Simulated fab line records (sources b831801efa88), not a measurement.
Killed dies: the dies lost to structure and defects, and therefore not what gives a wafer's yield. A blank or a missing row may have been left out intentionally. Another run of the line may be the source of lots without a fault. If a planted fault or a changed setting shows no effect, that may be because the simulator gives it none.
Which tool is to blame? :: flow gf180mcu :: 18 wafers from 6 lots sampled at 2 of the route's 602 steps

== WHAT THE GAUGES SHOWED, per wafer ==
GF_LVPWELL_OVL_MEAS_07.
lot: L726
measured: day 4 02:23
on: overlay-01
LVPWELL_OVL (nm): 0.9 2.1 0.0

lot: L729
measured: day 4 20:00
on: overlay-01
LVPWELL_OVL (nm): 1.0 1.6 2.4

lot: L738
measured: day 6 22:17
on: overlay-02
LVPWELL_OVL (nm): 2.2 0.7 -1.3

lot: L741
measured: day 7 15:49
on: overlay-02
LVPWELL_OVL (nm): -0.7 0.8 0.5

lot: L744
measured: day 8 08:21
on: overlay-01
LVPWELL_OVL (nm): 0.8 0.9 2.3

lot: L746
measured: day 8 18:21
on: overlay-02
LVPWELL_OVL (nm): 2.5 0.7 0.0

== WHAT TOOL EACH LOT RAN ON (gives the tool, then ch and the chambers of the sampled wafers, and finally the start) ==
lot: L726
GF_LVPWELL_EXPOSE_04: ilineStepper-01 ch 0, day 3 20:13

lot: L729
GF_LVPWELL_EXPOSE_04: ilineStepper-01 ch 0, day 4 13:22

lot: L738
GF_LVPWELL_EXPOSE_04: ilineStepper-02 ch 0, day 6 14:41

lot: L741
GF_LVPWELL_EXPOSE_04: ilineStepper-02 ch 0, day 7 07:54

lot: L744
GF_LVPWELL_EXPOSE_04: ilineStepper-02 ch 0, day 7 23:59

lot: L746
GF_LVPWELL_EXPOSE_04: ilineStepper-02 ch 0, day 8 10:44
- GF_LVPWELL_EXPOSE_04: exposes mask LVPWELL, target cd 600 nm.

== THE ANSWER, worked out from the rows above alone ==
Rule: the lots themselves supply what counts as usual. Put in order of their means at a reading, lots are off if they are a third of the lots or fewer, leave a main group of 4 or more, and stand apart from it by a gap of 3 or more times the standard deviation of the main group's means; of several such gaps the widest counts. A main group is skipped when, at the precision printed for the reading in the tables above, its means are all equal. Also off: a lot with no number at a reading for which 4 or more lots have one. Where the step has rows for the other lots, those lots are counted as sound.
Nothing can be told from this: no lot is off at any reading shown.

== WHAT THE SIMULATOR HAD INSERTED ==
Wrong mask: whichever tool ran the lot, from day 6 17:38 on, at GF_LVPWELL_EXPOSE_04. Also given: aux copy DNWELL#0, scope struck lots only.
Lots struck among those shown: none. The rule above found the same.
